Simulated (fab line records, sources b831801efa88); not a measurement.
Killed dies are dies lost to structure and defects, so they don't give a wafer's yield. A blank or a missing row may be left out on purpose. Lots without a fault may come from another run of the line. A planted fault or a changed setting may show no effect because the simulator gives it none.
Which tool did it? | flow sky130 | 13 lots, 39 wafers sampled, at 5 steps of a route of 708

WHAT THE GAUGES READ, wafer by wafer
SKY_NWELL_TW_MEAS_15.
lot  | measured    | on            | NWELL_TW
L252 | day 4 21:59 | film_metro-04 | 1821 1826 1822
L253 | day 5 04:07 | film_metro-04 | 1836 1839 1838
L254 | day 5 08:01 | film_metro-04 | 1832 1837 1830
L257 | day 6 01:56 | film_metro-03 | 1809 1818 1819
L261 | day 6 23:53 | film_metro-04 | 1834 1830 1842
L262 | day 7 03:24 | film_metro-04 | 1830 1833 1836
L264 | day 7 15:47 | film_metro-01 | 1832 1833 1829
L265 | day 8 00:35 | film_metro-04 | 1830 1832 1826
L266 | day 8 05:20 | film_metro-04 | 1831 1837 1837
L267 | day 8 10:20 | film_metro-01 | 1841 1834 1828
L268 | day 8 17:34 | film_metro-03 | 1796 1809 1813
L272 | day 9 21:13 | film_metro-03 | 1819 1818 1807
L273 | day 9 22:22 | film_metro-01 | 1845 1851 1843

SKY_VT_ADJUST_HVTP_OVL_MEAS_08.
lot  | measured     | on         | VT_ADJUST_HVTP_OVL (nm)
L252 | day 6 10:07  | overlay-01 | 1.5 0.7 0.8
L253 | day 6 17:36  | overlay-01 | 0.8 0.0 1.1
L254 | day 6 21:00  | overlay-02 | -0.2 0.6 1.1
L257 | day 7 16:33  | overlay-02 | -1.4 -1.5 0.1
L261 | day 8 16:04  | overlay-02 | -1.4 1.1 -0.3
L262 | day 8 20:22  | overlay-02 | 0.4 0.1 -1.7
L264 | day 9 11:25  | overlay-01 | -0.3 -0.1 -0.8
L265 | day 9 18:23  | overlay-02 | -0.1 -0.2 0.8
L266 | day 10 00:06 | overlay-01 | -2.3 -1.9 -0.2
L267 | day 10 04:37 | overlay-01 | -1.0 0.8 0.1
L268 | day 10 13:36 | overlay-01 | 0.1 1.0 -0.6
L272 | day 11 18:58 | overlay-01 | 0.6 -1.7 -1.3
L273 | day 11 20:30 | overlay-02 | 0.0 0.7 0.2

SKY_VT_ADJUST_NCORE_CD_MEAS_07: target cd 380 nm.
lot  | measured     | on        | cd_nm (nm)
L252 | day 8 22:44  | cd_sem-02 | 377.3 378.3 380.0
L253 | day 9 04:50  | cd_sem-02 | 378.4 379.9 382.2
L254 | day 9 14:22  | cd_sem-01 | 377.4 381.2 377.8
L257 | day 10 09:25 | cd_sem-02 | 379.3 376.7 378.8
L261 | day 11 09:37 | cd_sem-02 | 379.1 377.9 379.2
L262 | day 11 17:07 | cd_sem-02 | 380.4 377.5 378.8
L264 | day 12 08:35 | cd_sem-02 | 377.8 379.6 377.9
L265 | day 12 16:09 | cd_sem-01 | 381.4 380.7 380.9
L266 | day 12 22:04 | cd_sem-02 | 365.6 367.6 365.4
L267 | day 13 04:01 | cd_sem-02 | 378.4 377.4 381.1
L268 | day 13 14:49 | cd_sem-02 | 367.5 368.7 367.7
L272 | day 14 23:15 | cd_sem-02 | 383.7 381.7 384.7
L273 | day 15 01:03 | cd_sem-01 | 380.3 379.7 378.8

WHICH TOOL RAN EACH LOT (tool, then ch and the chambers of the sampled wafers, then the start)
lot  | SKY_NWELL_STRIP_25                   | SKY_VT_ADJUST_NCORE_DEVELOP_06
L252 | plasma_asher-03 ch 0,1, day 5 15:39  | litho_track-03 ch 0, day 8 22:36
L253 | plasma_asher-03 ch 0,1, day 5 22:01  | litho_track-04 ch 0, day 9 04:41
L254 | plasma_asher-04 ch 0,1, day 6 01:52  | litho_track-03 ch 0, day 9 14:13
L257 | plasma_asher-02 ch 0,1, day 6 20:40  | litho_track-04 ch 0, day 10 09:16
L261 | plasma_asher-03 ch 0,1, day 7 19:23  | litho_track-03 ch 0, day 11 09:18
L262 | plasma_asher-03 ch 0,1, day 7 23:56  | litho_track-03 ch 0, day 11 16:58
L264 | plasma_asher-03 ch 1, day 8 12:37    | litho_track-04 ch 0, day 12 08:26
L265 | plasma_asher-04 ch 0,1, day 8 20:32  | litho_track-01 ch 0, day 12 16:01
L266 | plasma_asher-03 ch 0,1, day 9 02:10  | litho_track-04 ch 0, day 12 21:55
L267 | plasma_asher-02 ch 0,1, day 9 06:34  | litho_track-01 ch 0, day 13 03:47
L268 | plasma_asher-02 ch 0,1, day 9 14:31  | litho_track-04 ch 0, day 13 14:40
L272 | plasma_asher-03 ch 0,1, day 10 19:11 | litho_track-03 ch 0, day 14 23:06
L273 | plasma_asher-04 ch 0,1, day 10 20:25 | litho_track-03 ch 0, day 15 00:54
- SKY_NWELL_STRIP_25: strips in O2/N2.
- SKY_VT_ADJUST_NCORE_DEVELOP_06: develop time 60 s.

WHAT THE TOOLS THEMSELVES READ (means of the sampled wafers that have a number; where no wafer has one, the mark that the record gives instead)
SKY_NWELL_STRIP_25.
lot  | tool            | drypump_motor_current_A (A) | oes_product_au (a.u.) | strip_time_to_endpoint_s (s)
L252 | plasma_asher-03 | 5.9                         | 0.720                 | 36.92
L253 | plasma_asher-03 | 5.9                         | 0.720                 | 36.99
L254 | plasma_asher-04 | 6.1                         | 0.722                 | 36.96
L257 | plasma_asher-02 | 5.4                         | 0.725                 | 36.91
L261 | plasma_asher-03 | 6.2                         | 0.721                 | 36.75
L262 | plasma_asher-03 | 5.9                         | 0.723                 | 36.87
L264 | plasma_asher-03 | 5.5                         | 0.725                 | 36.80
L265 | plasma_asher-04 | 6.1                         | 0.718                 | 36.94
L266 | plasma_asher-03 | 6.3                         | 0.722                 | 36.72
L267 | plasma_asher-02 | 5.6                         | 0.721                 | 36.95
L268 | plasma_asher-02 | 5.6                         | 0.723                 | 36.98
L272 | plasma_asher-03 | 5.9                         | 0.723                 | 36.88
L273 | plasma_asher-04 | 6.1                         | 0.722                 | 37.05

THE ANSWER, worked out from the rows above alone
Rule: what is usual is taken from the lots themselves. Put in order of their means at a reading, lots are off if they are a third of the lots or fewer, leave a main group of 4 or more, and stand apart from it by a gap of 3 or more times the standard deviation of the main group's means; of several such gaps the widest counts. A main group whose means are all the same, to the digits that the tables above print for the reading, isn't used. A lot without any number at a reading at which 4 lots or more have one is off too. The other lots that the step has rows for count as sound. The gauges are gone through in route order, then the tools' own readings, and for those a lot's mean is taken as printed above. The first step at which some lot is off is used, and at that step the reading that is off furthest; a lot without a number counts as furthest.
Off: L266, L268, at SKY_VT_ADJUST_NCORE_CD_MEAS_07 (cd_nm). The main group: mean 379.5 nm, standard deviation 1.4.
A tool fits if, at a process step before that reading, it ran every lot that is off, and no sound lot after the first of them. The gauges at SKY_VT_ADJUST_NCORE_CD_MEAS_07 are tried like those tools. One fits: litho_track-04 at SKY_VT_ADJUST_NCORE_DEVELOP_06. Its last sound lot is L264 (day 12 08:26), its first lot that is off L266 (day 12 21:55): a fault that began between those two fits.

WHAT THE SIMULATOR HAD PUT IN
Process parameter drift: litho_track-04, from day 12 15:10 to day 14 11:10, at SKY_VT_ADJUST_NCORE_DEVELOP_06. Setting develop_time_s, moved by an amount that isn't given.
Lots struck among those shown: L266, L268. The rule above found the same.
